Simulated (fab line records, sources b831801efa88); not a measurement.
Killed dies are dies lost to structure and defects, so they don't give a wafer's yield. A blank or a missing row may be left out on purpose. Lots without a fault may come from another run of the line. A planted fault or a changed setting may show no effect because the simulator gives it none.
fab line records | flow gf180mcu
record lots=5 wafers=15 last_day=34
route steps=602 shown M1@322 V1@335
lots that met no fault: from a run of the same line without faults
start_h: hours from the record's first day to the start of the lot's first wafer shown | wait_h: hours since the lot's step before | " the same as in the row above | L1.1+2: a row that stands for several wafers | - no value, or no start given | * or withheld: withheld | < > ~ a bound
route shown NAME@n: a module of which the file shows steps, and the number in the route of the first | usual: mean/standard deviation of fault-free wafers | same: alike in all rows | chamber/n: place in a boat | sites: the reading at each site | _std_site: their standard deviation | _edge_site: outer sites' mean less inner sites' | radius_mm: how far each site lies from the wafer's centre | mask NAME#n: copy n | behind: the tool/chamber that last shaped the wafer | hold: why the lot was held/for how many hours/how that ended | device: the transistor (n, p or np) that didn't switch | end of line: the same wafers' tests at the end of the route | a step without rows: its recipe alone | killed: dies lost to structure and defects at the first sort, not the wafer's yield | map: a wafer's dies, x killed, . not, _ none there
set.NAME: the setting as run; set.NAME@STEP: as run at that earlier step | model.NAME: the simulator's own value behind a step, which no gauge read
lots at some steps of the route; a table a step, a row a wafer
services: from which hour (start_h, from the record's first day; less than 0 if before it) a tool's chamber was out of use, for how many hours, and why
## steps
# step GF_M1_DEHYDRATE_07
# recipe temp_c=200 time_s=60
# columns lot.wafer tool chamber start_h wait_h
L075.2+4+5 litho_track-02 0 383.77 10.4
L080.1+3+5 litho_track-02 0 429.10 11.8
L081.1+2+4 litho_track-02 0 438.10 11.7
L085.4+5+6 litho_track-04 0 480.66 11.6
L097.1+3+6 litho_track-03 0 569.95 10.4
# step GF_M1_HMDS_08
# recipe prime_time_s=60 prime_temp_c=120
# columns lot.wafer tool chamber start_h wait_h
L075.2+4+5 litho_track-02 0 383.92 0.1
L080.1+3+5 litho_track-02 0 429.25 0.1
L081.1+2+4 litho_track-02 0 438.25 0.1
L085.4+5+6 litho_track-04 0 480.81 0.1
L097.1+3+6 litho_track-03 0 570.10 0.1
# step GF_M1_COAT_09
# recipe resist=KrF spin_rpm=withheld resist_thk_nm=1000
# usual dispense_pressure_kPa=51.7/2.8
# columns lot.wafer tool chamber start_h wait_h dispense_pressure_kPa
L075.2 litho_track-02 0 384.07 0.1 49.1
L075.4 " 0 " " 49.1
L075.5 " 0 " " 49.1
L080.1 litho_track-02 0 429.40 0.1 49.1
L080.3 " 0 " " 49.2
L080.5 " 0 " " 49.1
L081.1 litho_track-02 0 438.40 0.1 49.2
L081.2 " 0 " " 49.1
L081.4 " 0 " " 49.1
L085.4 litho_track-04 0 480.96 0.1 55.3
L085.5 " 0 " " 55.3
L085.6 " 0 " " 55.3
L097.1 litho_track-03 0 570.25 0.1 50.2
L097.3 " 0 " " 50.2
L097.6 " 0 " " 50.1
# step GF_M1_SOFTBAKE_10
# recipe temp_c=130 time_s=60 resist=KrF
# columns lot.wafer tool chamber start_h wait_h
L075.2+4+5 litho_track-02 0 384.22 0.1
L080.1+3+5 litho_track-02 0 429.55 0.1
L081.1+2+4 litho_track-02 0 438.55 0.1
L085.4+5+6 litho_track-04 0 481.11 0.1
L097.1+3+6 litho_track-03 0 570.40 0.1
# step GF_M1_EXPOSE_11
# recipe mask_id=Metal1 target_cd_nm=230 na=0.68 source_shape=conventional sigma_outer=0.6 dose_mj=28
# columns lot.wafer tool chamber start_h wait_h mask
L075.2+4+5 krf_scanner-02 0 - - Metal1#0
L080.1+3+5 krf_scanner-02 0 - - Metal1#0
L081.1+2+4 krf_scanner-01 0 - - Metal1#0
L085.4+5+6 krf_scanner-02 0 - - Metal1#0
L097.1+3+6 krf_scanner-01 0 - - Metal1#0
# step GF_M1_PEB_12
# recipe peb_temp_c=135 peb_time_s=90 resist=KrF
# columns lot.wafer tool chamber start_h wait_h
L075.2+4+5 litho_track-03 0 - -
L080.1+3+5 litho_track-02 0 - -
L081.1+2+4 litho_track-04 0 - -
L085.4+5+6 litho_track-04 0 - -
L097.1+3+6 litho_track-03 0 - -
# step GF_M1_DEVELOP_13
# recipe develop_time_s=60 dev_temp_c=21
# columns lot.wafer tool chamber start_h wait_h
L075.2+4+5 litho_track-03 0 395.73 0.2
L080.1+3+5 litho_track-02 0 441.45 0.2
L081.1+2+4 litho_track-04 0 450.89 0.2
L085.4+5+6 litho_track-04 0 493.26 0.1
L097.1+3+6 litho_track-03 0 581.15 0.2
# step GF_M1_CD_MEAS_14
# recipe target_cd_nm=230
# usual cd_nm=229.4/0.91
# columns lot.wafer tool chamber start_h wait_h cd_nm
L075.2 cd_sem-02 - 395.87 0.1 229.7
L075.4 " - " " 229.3
L075.5 " - " " 230.3
L080.1 cd_sem-01 - 441.60 0.1 228.9
L080.3 " - " " 229.2
L080.5 " - " " 229.2
L081.1 cd_sem-02 - 451.04 0.1 229.3
L081.2 " - " " 232.1
L081.4 " - " " 230.7
L085.4 cd_sem-02 - 493.40 0.1 228.2
L085.5 " - " " 228.8
L085.6 " - " " 226.9
L097.1 cd_sem-01 - 581.30 0.1 229.1
L097.3 " - " " 229.9
L097.6 " - " " 231.6
# step GF_M1_OVL_MEAS_15
# usual M1_OVL=-2/5.1
# columns lot.wafer tool chamber start_h wait_h M1_OVL[nm]
L075.2 overlay-01 - 395.98 0.1 9
L075.4 " - " " 1
L075.5 " - " " 6
L080.1 overlay-01 - 441.72 0.1 -3
L080.3 " - " " -1
L080.5 " - " " 0
L081.1 overlay-01 - 451.19 0.1 -2
L081.2 " - " " 1
L081.4 " - " " 3
L085.4 overlay-01 - 493.47 0.1 -6
L085.5 " - " " -10
L085.6 " - " " -8
L097.1 overlay-01 - 581.42 0.1 -3
L097.3 " - " " -1
L097.6 " - " " 1
# step GF_M1_METAL_ETCH_16
# recipe chemistry=Cl2/BCl3 mask_material=KrF target_depth_nm=750.8 stop_on=SiO2 pressure_mtorr=8 icp_w=800 bias_w=140 Cl2_flow_sccm=80 bcl3_flow_sccm=40 time_s=125.1
# usual chamber_pressure_mTorr=8.000/0.0087 drypump_motor_current_A=5.68/0.22 oes_product_au=0.989/0.0072 throttle_valve_pct=28.231/0.012
# columns lot.wafer tool chamber start_h wait_h chamber_pressure_mTorr drypump_motor_current_A oes_product_au rf_hours_counter_h throttle_valve_pct
L075.2 rie_metal-04 1 396.01 0.0 8.001 5.82 0.983 6 28.236
L075.4 " 0 " " 8.008 5.55 0.999 - 28.224
L075.5 " 0 " " 8.005 5.56 0.995 - 28.224
L080.1 rie_metal-03 1 441.75 0.0 8.013 5.60 0.992 4 28.245
L080.3 " 0 " " 7.998 5.94 0.995 - 28.257
L080.5 " 1 " " 8.009 5.55 0.987 - 28.226
L081.1 rie_metal-04 1 451.23 0.0 7.997 5.82 0.985 7 28.224
L081.2 " 1 " " 7.995 5.83 0.986 - 28.238
L081.4 " 1 " " 8.007 5.83 0.989 - 28.220
L085.4 rie_metal-04 0 493.54 0.1 7.998 5.55 0.982 - 28.231
L085.5 " 0 " " 8.005 5.55 0.977 - 28.257
L085.6 " 1 " " 8.001 5.82 0.992 - 28.227
L097.1 rie_metal-03 1 581.46 0.0 7.995 5.59 0.993 8 28.225
L097.3 " 0 " " 7.991 5.99 1.002 - 28.239
L097.6 " 1 " " 7.996 5.60 0.983 - 28.236
# step GF_M1_STRIP_17
# recipe chemistry=O2/N2 power_w=1400 pressure_mtorr=1500 platen_temp_c=250 o2_flow_sccm=3000 n2_flow_sccm=300 overash_fraction=0.5
# usual chamber_pressure_mTorr=1500.0/1.3 drypump_motor_current_A=5.8/0.34 heater_power_w=312/21 oes_product_au=0.538/0.0057 strip_time_to_endpoint_s=7.40/0.068
# columns lot.wafer tool chamber start_h wait_h chamber_pressure_mTorr drypump_motor_current_A heater_power_w oes_product_au rf_hours_counter_h strip_time_to_endpoint_s
L075.2 plasma_asher-03 0 396.14 0.1 1499.6 6.0 312 0.545 76 7.44
L075.4 " 1 " " 1499.1 5.8 325 0.534 - 7.35
L075.5 " 1 " " 1499.2 5.8 329 0.540 - 7.37
L080.1 plasma_asher-04 1 441.88 0.1 1500.0 5.0 298 0.544 35 7.39
L080.3 " 0 " " 1501.2 6.2 335 0.537 - 7.41
L080.5 " 0 " " 1504.0 6.3 336 0.530 - 7.41
L081.1 plasma_asher-03 1 451.48 0.2 1499.3 5.8 311 0.531 2 7.42
L081.2 " 0 " " 1498.4 6.0 312 0.547 2 7.42
L081.4 " 0 " " 1500.2 6.0 320 0.533 - 7.43
L085.4 plasma_asher-01 1 493.66 0.1 1498.4 5.9 343 0.548 - 7.50
L085.5 " 1 " " 1499.3 5.9 343 0.539 - 7.48
L085.6 " 0 " " 1503.6 6.0 273 0.544 - 7.42
L097.1 plasma_asher-03 0 581.59 0.1 1502.4 6.0 312 0.536 15 7.38
L097.3 " 1 " " 1499.7 5.8 315 0.535 - 7.38
L097.6 " 0 " " 1500.0 6.0 324 0.534 - 7.37
# step GF_M1_STRIP_18
# recipe chemistry=post_etch_residue_remover time_s=1200 temp_c=72.5
# columns lot.wafer tool chamber start_h wait_h
L075.2+4+5 wet_bench-01 1 396.24 0.1
L080.1+3+5 wet_bench-04 3 441.98 0.1
L081.1+2+4 wet_bench-01 0 451.58 0.1
L085.4+5+6 wet_bench-04 3 493.72 0.0
L097.1+3+6 wet_bench-03 3 581.69 0.1
# step GF_M1_CLEAN_19
# recipe chemistry=DIW dry=n2_spin
# columns lot.wafer tool chamber start_h wait_h
L075.2+4+5 wet_bench-04 1 396.58 0.0
L080.1+3+5 wet_bench-01 0 442.33 0.0
L081.1+2+4 wet_bench-03 2 451.96 0.0
L085.4+5+6 wet_bench-01 3 494.06 0.0
L097.1+3+6 wet_bench-03 1 582.06 0.0
# step GF_V1_CVD_00
# recipe material=SiO2 target_thk_nm=600 sigma_open_frac=0.3 temp_c=400 time_s=100 sih4_flow_sccm=60 pressure_mtorr=6
# columns lot.wafer tool chamber start_h wait_h
L075.2+4+5 hdpcvd-01 2,2,0 396.67 0.0
L080.1+3+5 hdpcvd-02 0,2,1 442.43 0.0
L081.1+2+4 hdpcvd-01 1,0,0 452.05 0.0
L085.4+5+6 hdpcvd-01 0,2,1 494.19 0.0
L097.1+3+6 hdpcvd-02 2,1,2 582.16 0.0
# step GF_V1_THK_MEAS_01
# recipe reads=SiO2_of_V1_CVD_00
# usual V1_CVD_00_THK=601/9.9
# columns lot.wafer tool chamber start_h wait_h V1_CVD_00_THK[nm]
L075.2 film_metro-02 - 396.76 0.0 615
L075.4 " - " " 610
L075.5 " - " " 591
L080.1 film_metro-02 - 442.50 0.0 588
L080.3 " - " " 597
L080.5 " - " " 612
L081.1 film_metro-01 - 452.12 0.0 602
L081.2 " - " " 595
L081.4 " - " " 589
L085.4 film_metro-01 - 494.26 0.0 591
L085.5 " - " " 605
L085.6 " - " " 602
L097.1 film_metro-01 - 582.23 0.0 585
L097.3 " - " " 606
L097.6 " - " " 579
# step GF_V1_CVD_02
# recipe material=SiO2 target_thk_nm=850 precursor=TEOS temp_c=400 time_s=94.851 rf_w=600
# usual heater_power_outer_w=348/61 heater_power_w=614/92
# columns lot.wafer tool chamber start_h wait_h heater_power_outer_w heater_power_w
L075.2 pecvd-03 1 396.81 0.0 446 752
L075.4 " 0 " " 309 560
L075.5 " 2 " " 331 595
L080.1 pecvd-03 1 442.56 0.1 389 685
L080.3 " 1 " " 401 706
L080.5 " 0 " " 292 553
L081.1 pecvd-03 2 452.18 0.1 342 626
L081.2 " 0 " " 296 545
L081.4 " 0 " " 319 584
L085.4 pecvd-03 2 494.32 0.1 314 567
L085.5 " 0 " " 231 469
L085.6 " 1 " " 322 616
L097.1 pecvd-02 2 582.29 0.1 397 666
L097.3 " 1 " " 322 538
L097.6 " 2 " " 406 694
# step GF_V1_THK_MEAS_03
# recipe reads=SiO2_of_V1_CVD_02
# usual V1_CVD_02_THK=846/13
# columns lot.wafer tool chamber start_h wait_h V1_CVD_02_THK[nm]
L075.2 film_metro-01 - 396.88 0.0 834
L075.4 " - " " 841
L075.5 " - " " 845
L080.1 film_metro-03 - 442.66 0.1 822
L080.3 " - " " 843
L080.5 " - " " 834
L081.1 film_metro-03 - 452.25 0.0 823
L081.2 " - " " 824
L081.4 " - " " 828
L085.4 film_metro-03 - 494.39 0.0 846
L085.5 " - " " 843
L085.6 " - " " 845
L097.1 film_metro-01 - 582.36 0.0 835
L097.3 " - " " 836
L097.6 " - " " 849
# step GF_V1_CMP_04
# recipe material=SiO2 down_force_psi=4 platen_rpm=60 pad_velocity_m_s=0.94248
# usual motor_current_A=12.1/1.3 time_to_endpoint_s=79/6.1
# columns lot.wafer tool chamber start_h wait_h motor_current_A time_to_endpoint_s
L075.4 cmp-01 2 396.93 0.0 10.6 78
L075.2 " 3 " " 12.5 78
L075.5 " 2 " " 10.3 79
L080.1 cmp-01 2 442.72 0.1 10.3 67
L080.3 " 3 " " 13.1 75
L080.5 " 2 " " 10.6 72
L081.2 cmp-01 0 452.36 0.1 11.7 65
L081.4 " 1 " " 13.8 67
L081.1 " 2 " " 10.4 63
L085.4 cmp-02 0 494.42 0.0 12.8 86
L085.6 " 0 " " 13.2 83
L085.5 " 1 " " 11.3 79
L097.1 cmp-02 0 582.70 0.3 13.0 77
L097.3 " 2 " " 10.5 71
L097.6 " 0 " " 12.0 82
# step GF_V1_BOW_MEAS_05
# recipe mode=bow
# usual V1_BOW=81/8.2
# columns lot.wafer tool chamber start_h wait_h V1_BOW[um]
L075.2 film_metro-03 - 397.25 0.2 82
L075.4 " - " " 73
L075.5 " - " " 73
L080.1 film_metro-02 - 443.02 0.2 80
L080.3 " - " " 71
L080.5 " - " " 80
L081.1 film_metro-02 - 452.61 0.1 85
L081.2 " - " " 80
L081.4 " - " " 80
L085.4 film_metro-03 - 494.78 0.3 77
L085.5 " - " " 91
L085.6 " - " " 79
L097.1 film_metro-02 - 582.95 0.2 83
L097.3 " - " " 73
L097.6 " - " " 71
# step GF_V1_DEHYDRATE_06
# recipe temp_c=200 time_s=60
# columns lot.wafer tool chamber start_h wait_h
L075.2+4+5 litho_track-01 0 408.58 11.3
L080.1+3+5 litho_track-03 0 454.00 11.0
L081.1+2+4 litho_track-01 0 464.30 11.7
L085.4+5+6 litho_track-02 0 506.12 11.3
L097.1+3+6 litho_track-02 0 592.90 9.9
# step GF_V1_HMDS_07
# recipe prime_time_s=60 prime_temp_c=120
# columns lot.wafer tool chamber start_h wait_h
L075.2+4+5 litho_track-01 0 408.73 0.1
L080.1+3+5 litho_track-03 0 454.15 0.1
L081.1+2+4 litho_track-01 0 464.45 0.1
L085.4+5+6 litho_track-02 0 506.27 0.1
L097.1+3+6 litho_track-02 0 593.05 0.1
# step GF_V1_COAT_08
# recipe resist=BARC temp_c=withheld time_s=withheld spin_rpm=withheld resist_thk_nm=withheld
# usual dispense_pressure_kPa=48/3
# columns lot.wafer tool chamber start_h wait_h dispense_pressure_kPa
L075.2 litho_track-01 0 408.88 0.1 43
L075.4 " 0 " " 43
L075.5 " 0 " " 43
L080.1 litho_track-03 0 454.30 0.1 50
L080.3 " 0 " " 50
L080.5 " 0 " " 50
L081.1 litho_track-01 0 464.60 0.1 43
L081.2 " 0 " " 43
L081.4 " 0 " " 43
L085.4 litho_track-02 0 506.42 0.1 49
L085.5 " 0 " " 49
L085.6 " 0 " " 49
L097.1 litho_track-02 0 593.20 0.1 49
L097.3 " 0 " " 49
L097.6 " 0 " " 49
# step GF_V1_COAT_09
# recipe resist=KrF spin_rpm=withheld resist_thk_nm=1000
# usual dispense_pressure_kPa=48/3
# columns lot.wafer tool chamber start_h wait_h dispense_pressure_kPa
L075.2 litho_track-01 0 - - 43
L075.4 " 0 " " 43
L075.5 " 0 " " 43
L080.1 litho_track-03 0 - - 50
L080.3 " 0 " " 50
L080.5 " 0 " " 50
L081.1 litho_track-01 0 - - 43
L081.2 " 0 " " 43
L081.4 " 0 " " 43
L085.4 litho_track-02 0 - - 49
L085.5 " 0 " " 49
L085.6 " 0 " " 49
L097.1 litho_track-02 0 - - 49
L097.3 " 0 " " 49
L097.6 " 0 " " 49
# step GF_V1_SOFTBAKE_10
# recipe temp_c=130 time_s=60 resist=KrF
# columns lot.wafer tool chamber start_h wait_h
L075.2+4+5 litho_track-01 0 - -
L080.1+3+5 litho_track-03 0 - -
L081.1+2+4 litho_track-01 0 - -
L085.4+5+6 litho_track-02 0 - -
L097.1+3+6 litho_track-02 0 - -
# step GF_V1_EXPOSE_11
# recipe mask_id=Via1 target_cd_nm=260 na=0.68 source_shape=conventional sigma_outer=0.6 dose_mj=38
# columns lot.wafer tool chamber start_h wait_h mask
L075.2+4+5 krf_scanner-01 0 - - Via1#0
L080.1+3+5 krf_scanner-01 0 - - Via1#0
L081.1+2+4 krf_scanner-02 0 - - Via1#0
L085.4+5+6 krf_scanner-02 0 - - Via1#0
L097.1+3+6 krf_scanner-02 0 - - Via1#0
# step GF_V1_PEB_12
# recipe peb_temp_c=135 peb_time_s=90 resist=KrF
# columns lot.wafer tool chamber start_h wait_h
L075.2+4+5 litho_track-03 0 - -
L080.1+3+5 litho_track-01 0 - -
L081.1+2+4 litho_track-02 0 - -
L085.4+5+6 litho_track-03 0 - -
L097.1+3+6 litho_track-03 0 - -
# step GF_V1_DEVELOP_13
# recipe develop_time_s=60 resist=KrF dev_temp_c=21
# columns lot.wafer tool chamber start_h wait_h
L075.2+4+5 litho_track-03 0 421.18 0.2
L080.1+3+5 litho_track-01 0 466.80 0.2
L081.1+2+4 litho_track-02 0 477.15 0.2
L085.4+5+6 litho_track-03 0 518.58 0.1
L097.1+3+6 litho_track-03 0 603.65 0.2
# step GF_V1_CD_MEAS_14
# recipe target_cd_nm=260
# usual cd_nm=260.4/1.3
# columns lot.wafer tool chamber start_h wait_h cd_nm
L075.2 cd_sem-02 - 421.32 0.1 260.3
L075.4 " - " " 260.8
L075.5 " - " " 260.1
L080.1 cd_sem-01 - 466.95 0.1 260.7
L080.3 " - " " 260.0
L080.5 " - " " 260.9
L081.1 cd_sem-02 - 477.30 0.1 260.8
L081.2 " - " " 259.2
L081.4 " - " " 260.5
L085.4 cd_sem-02 - 518.71 0.1 264.1
L085.5 " - " " 263.5
L085.6 " - " " 264.6
L097.1 cd_sem-01 - 603.80 0.1 262.0
L097.3 " - " " 261.5
L097.6 " - " " 262.6
# step GF_V1_OVL_MEAS_15
# usual V1_OVL=-1/5.4
# columns lot.wafer tool chamber start_h wait_h V1_OVL[nm]
L075.2 overlay-01 - 421.43 0.1 -3
L075.4 " - " " -6
L075.5 " - " " -9
L080.1 overlay-02 - 467.07 0.1 1
L080.3 " - " " 5
L080.5 " - " " -2
L081.1 overlay-02 - 477.42 0.1 0
L081.2 " - " " -5
L081.4 " - " " -1
L085.4 overlay-01 - 518.79 0.1 3
L085.5 " - " " -1
L085.6 " - " " -3
L097.1 overlay-02 - 603.92 0.1 -1
L097.3 " - " " -1
L097.6 " - " " -4
# step GF_V1_ETCH_16
# recipe chemistry=N2/H2 target_depth_a=withheld overetch_a=withheld time_s=withheld target=BARC ion_energy_ev=200 source_w=500 bias_w=100 pressure_mtorr=30 n2_flow_sccm=100 h2_flow_sccm=200
# usual chamber_pressure_mTorr=30.00/0.031 drypump_motor_current_A=5.6/0.37 oes_product_au=0.855/0.0052 throttle_valve_pct=13.226/0.0078
# columns lot.wafer tool chamber start_h wait_h chamber_pressure_mTorr drypump_motor_current_A oes_product_au throttle_valve_pct
L075.2 rie_diel-02 2 421.46 0.0 29.97 6.4 0.850 13.221
L075.4 " 3 " " 30.04 6.1 0.859 13.216
L075.5 " 2 " " 30.04 6.4 0.851 13.226
L080.1 rie_diel-01 1 467.11 0.0 29.96 5.6 0.865 13.219
L080.3 " 2 " " 30.01 5.5 0.851 13.216
L080.5 " 2 " " 30.00 5.5 0.854 13.236
L081.1 rie_diel-01 1 477.45 0.0 30.01 5.6 0.854 13.232
L081.2 " 2 " " 30.01 5.5 0.860 13.242
L081.4 " 3 " " 29.97 6.1 0.851 13.241
L085.4 rie_diel-04 1 518.81 0.0 30.04 5.5 0.858 13.216
L085.5 " 3 " " 29.98 5.5 0.862 13.223
L085.6 " 2 " " 30.01 5.6 0.861 13.227
L097.1 rie_diel-01 0 603.96 0.0 29.97 5.0 0.856 13.216
L097.3 " 1 " " 29.98 5.7 0.852 13.227
L097.6 " 3 " " 29.95 6.1 0.854 13.228
# step GF_V1_ETCH_17
# recipe chemistry=C4F8/O2/Ar mask_material=KrF target=SiO2 stop_on=TiN source_w=1500 bias_w=1200 pressure_mtorr=40 c4f8_flow_sccm=withheld O2_flow_sccm=6 Ar_flow_sccm=300 time_s=withheld target_depth_a=6300
# usual chamber_pressure_mTorr=40.00/0.037 oes_product_au=0.856/0.0043
# columns lot.wafer tool chamber start_h wait_h chamber_pressure_mTorr oes_product_au
L075.2 rie_diel-02 2 - - 40.04 0.851
L075.4 " 3 " " 40.01 0.851
L075.5 " 2 " " 39.99 0.860
L080.1 rie_diel-01 1 - - 40.07 0.857
L080.3 " 2 " " 40.01 0.862
L080.5 " 2 " " 40.09 0.857
L081.1 rie_diel-01 1 - - 39.99 0.856
L081.2 " 2 " " 40.02 0.853
L081.4 " 3 " " 40.01 0.852
L085.4 rie_diel-04 1 - - 39.97 0.863
L085.5 " 3 " " 40.04 0.859
L085.6 " 2 " " 40.02 0.858
L097.1 rie_diel-01 0 - - 40.03 0.854
L097.3 " 1 " " 40.07 0.854
L097.6 " 3 " " 39.96 0.854
# step GF_V1_STRIP_18
# recipe chemistry=O2/N2 power_w=1400 pressure_mtorr=1500 platen_temp_c=250 o2_flow_sccm=3000 n2_flow_sccm=300 overash_fraction=0.5
# usual chamber_pressure_mTorr=1500.0/1.4 drypump_motor_current_A=5.7/0.51 heater_power_w=320/14 oes_product_au=0.593/0.0051
# columns lot.wafer tool chamber start_h wait_h chamber_pressure_mTorr drypump_motor_current_A heater_power_w oes_product_au rf_hours_counter_h
L075.2 plasma_asher-02 1 421.59 - 1500.9 5.6 338 0.593 61
L075.4 " 0 " " 1501.2 5.6 339 0.596 -
L075.5 " 1 " " 1501.1 5.6 340 0.588 -
L080.1 plasma_asher-02 1 467.24 - 1499.8 5.6 335 0.602 66
L080.3 " 1 " " 1500.2 5.6 337 0.585 -
L080.5 " 0 " " 1502.6 5.6 336 0.589 -
L081.1 plasma_asher-02 0 477.58 - 1501.6 5.6 342 0.599 67
L081.2 " 1 " " 1501.8 5.6 349 0.589 67
L081.4 " 0 " " 1500.2 5.6 343 0.596 -
L085.4 plasma_asher-03 1 518.97 - 1498.0 5.8 306 0.590 -
L085.5 " 0 " " 1500.4 6.0 313 0.586 -
L085.6 " 1 " " 1500.2 5.8 307 0.586 -
L097.1 plasma_asher-04 0 604.09 - 1498.8 6.2 332 0.590 53
L097.3 " 1 " " 1501.7 4.9 307 0.596 -
L097.6 " 1 " " 1501.6 4.9 297 0.595 -
# step GF_V1_STRIP_19
# recipe chemistry=post_etch_residue_remover time_s=1200 temp_c=72.5
# columns lot.wafer tool chamber start_h wait_h
L075.2+4+5 wet_bench-01 3 421.69 0.1
L080.1+3+5 wet_bench-01 3 467.34 0.1
L081.1+2+4 wet_bench-02 1 477.68 0.1
L085.4+5+6 wet_bench-03 1 519.04 0.0
L097.1+3+6 wet_bench-01 2 604.19 0.1
# step GF_V1_CLEAN_20
# recipe chemistry=DIW dry=n2_spin
# columns lot.wafer tool chamber start_h wait_h
L075.2+4+5 wet_bench-03 1 422.03 0.0
L080.1+3+5 wet_bench-03 3 467.68 0.0
L081.1+2+4 wet_bench-01 3 478.02 0.0
L085.4+5+6 wet_bench-02 2 519.41 0.0
L097.1+3+6 wet_bench-02 2 604.56 0.0
# step GF_V1_SPUTTER_21
# recipe material=Ti target_thk_nm=15 chamber_pressure_pa=5 power_w=2500 substrate_temp_c=200 time_s=80.02
# usual throttle_valve_pct=30.5/0.73
# columns lot.wafer tool chamber start_h wait_h throttle_valve_pct
L075.2 pvd_sputter-02 - 422.12 0.0 28.9
L075.4 " - " " 30.2
L075.5 " - " " 30.4
L080.1 pvd_sputter-02 - 467.77 0.0 31.1
L080.3 " - " " 29.9
L080.5 " - " " 31.3
L081.1 pvd_sputter-04 - 478.12 0.0 31.8
L081.2 " - " " 30.7
L081.4 " - " " 30.1
L085.4 pvd_sputter-04 - 519.51 0.0 30.5
L085.5 " - " " 32.0
L085.6 " - " " 30.2
L097.1 pvd_sputter-04 - 604.74 0.0 30.5
L097.3 " - " " 30.4
L097.6 " - " " 30.5
# step GF_V1_SPUTTER_22
# recipe material=TiN target_thk_nm=10 chamber_pressure_pa=5 power_w=4000 time_s=40
# usual throttle_valve_pct=30.5/0.73
# columns lot.wafer tool chamber start_h wait_h throttle_valve_pct
L075.2 pvd_sputter-02 - 422.18 0.0 28.9
L075.4 " - " " 30.3
L075.5 " - " " 30.1
L080.1 pvd_sputter-02 - 467.83 0.0 31.1
L080.3 " - " " 30.3
L080.5 " - " " 31.3
L081.1 pvd_sputter-04 - 478.18 0.0 32.0
L081.2 " - " " 30.6
L081.4 " - " " 30.1
L085.4 pvd_sputter-04 - 519.57 0.0 30.6
L085.5 " - " " 31.8
L085.6 " - " " 30.4
L097.1 pvd_sputter-04 - 604.80 0.0 30.2
L097.3 " - " " 30.2
L097.6 " - " " 30.6
# step GF_V1_CVD_23
# recipe material=W target_thk_nm=350 time_s=105.05 temp_c=400 pressure_torr=40
# usual heater_power_outer_w=551/53 heater_power_w=880/71
# columns lot.wafer tool chamber start_h wait_h heater_power_outer_w heater_power_w
L075.2 cvd_w-01 0 422.22 0.0 527 843
L075.4 " 0 " " 531 862
L075.5 " 1 " " 502 798
L080.1 cvd_w-01 0 467.87 0.0 518 867
L080.3 " 1 " " 499 806
L080.5 " 1 " " 505 825
L081.1 cvd_w-02 0 478.22 0.0 545 881
L081.2 " 1 " " 645 992
L081.4 " 1 " " 640 1018
L085.4 cvd_w-01 0 519.65 0.1 529 876
L085.5 " 1 " " 499 816
L085.6 " 0 " " 534 867
L097.1 cvd_w-01 0 604.84 0.0 529 885
L097.3 " 0 " " 531 869
L097.6 " 1 " " 499 813
# step GF_V1_RS_MEAS_24
# recipe thk_meas_gauge=four-point-probe reads=W_of_V1_CVD_23+TiN_of_V1_SPUTTER_22+Ti_of_V1_SPUTTER_21
# usual V1_W_RS=0.325/0.0053
# columns lot.wafer tool chamber start_h wait_h V1_W_RS[ohm/sq]
L075.2 film_metro-02 - 422.35 0.1 0.325
L075.4 " - " " 0.322
L075.5 " - " " 0.317
L080.1 film_metro-03 - 467.98 0.1 0.322
L080.3 " - " " 0.318
L080.5 " - " " 0.316
L081.1 film_metro-02 - 478.33 0.1 0.335
L081.2 " - " " 0.325
L081.4 " - " " 0.327
L085.4 film_metro-01 - 519.78 0.1 0.332
L085.5 " - " " 0.321
L085.6 " - " " 0.332
L097.1 film_metro-01 - 604.96 0.1 0.329
L097.3 " - " " 0.328
L097.6 " - " " 0.318
# step GF_V1_THK_MEAS_25
# recipe thk_meas_gauge=xrf reads=W_of_V1_CVD_23
# usual V1_W_THK=341/5.5
# columns lot.wafer tool chamber start_h wait_h V1_W_THK[nm]
L075.2 film_metro-02 - 422.46 0.1 343
L075.4 " - " " 344
L075.5 " - " " 350
L080.1 film_metro-03 - 468.10 0.1 344
L080.3 " - " " 350
L080.5 " - " " 351
L081.1 film_metro-02 - 478.45 0.1 332
L081.2 " - " " 342
L081.4 " - " " 341
L085.4 film_metro-01 - 519.87 0.1 331
L085.5 " - " " 339
L085.6 " - " " 331
L097.1 film_metro-01 - 605.08 0.1 335
L097.3 " - " " 336
L097.6 " - " " 344
# step GF_V1_CMP_26
# recipe stop_on=SiO2 down_force_psi=3.5 platen_rpm=60 t_overpolish_s=15 target_thk_nm=0 pad_velocity_m_s=0.94248
# usual motor_current_A=11.1/1.2 overpolish_run_s=15.000/0.0086 time_to_endpoint_s=86/3.7
# columns lot.wafer tool chamber start_h wait_h motor_current_A overpolish_run_s time_to_endpoint_s
L075.2 cmp-02 0 422.56 0.1 12.1 14.999 88
L075.4 " 1 " " 10.9 14.998 82
L075.5 " 0 " " 11.2 14.999 89
L080.3 cmp-02 0 468.16 0.0 12.1 15.004 95
L080.1 " 1 " " 10.1 14.999 81
L080.5 " 1 " " 10.4 14.992 83
L081.4 cmp-02 2 478.51 0.0 9.8 15.016 82
L081.2 " 0 " " 11.7 15.001 92
L081.1 " 1 " " 10.3 14.999 81
L085.4 cmp-01 2 520.05 0.2 9.8 15.004 83
L085.6 " 3 " " 12.3 14.992 84
L085.5 " 0 " " 10.1 14.982 87
L097.1 cmp-02 3 605.24 0.1 12.8 14.997 88
L097.3 " 0 " " 11.6 15.002 93
L097.6 " 1 " " 11.0 14.991 85
## services
# columns tool chamber start_h hours kind
krf_scanner-02 - 362.10 0.8 pm
krf_scanner-01 - 363.79 1.0 pm
cvd_w-01 - 364.58 2.8 pm
krf_scanner-02 - 368.07 1.3 pm
pecvd-03 - 368.88 14.0 pm
krf_scanner-01 - 369.68 1.3 pm
krf_scanner-01 - 372.89 0.9 repair
krf_scanner-01 - 376.56 0.4 repair
cmp-02 - 397.98 1.3 repair
cmp-01 - 404.00 4.0 pm
rie_diel-01 1 424.45 14.7 repair
cmp-02 - 457.95 2.5 repair
pvd_sputter-04 - 470.16 5.5 repair
wet_bench-03 - 480.19 22.1 repair
krf_scanner-02 - 494.77 1.0 pm
krf_scanner-02 - 495.77 4.0 pm
rie_diel-01 0 526.88 5.7 repair
krf_scanner-02 - 530.90 0.8 pm
krf_scanner-02 - 543.97 1.3 pm
rie_diel-01 - 558.27 2.8 pm
krf_scanner-02 - 561.37 9.4 repair
wet_bench-03 - 564.70 1.8 repair
cmp-02 - 572.27 4.0 pm
cmp-02 - 579.52 2.0 repair
## key
fault none
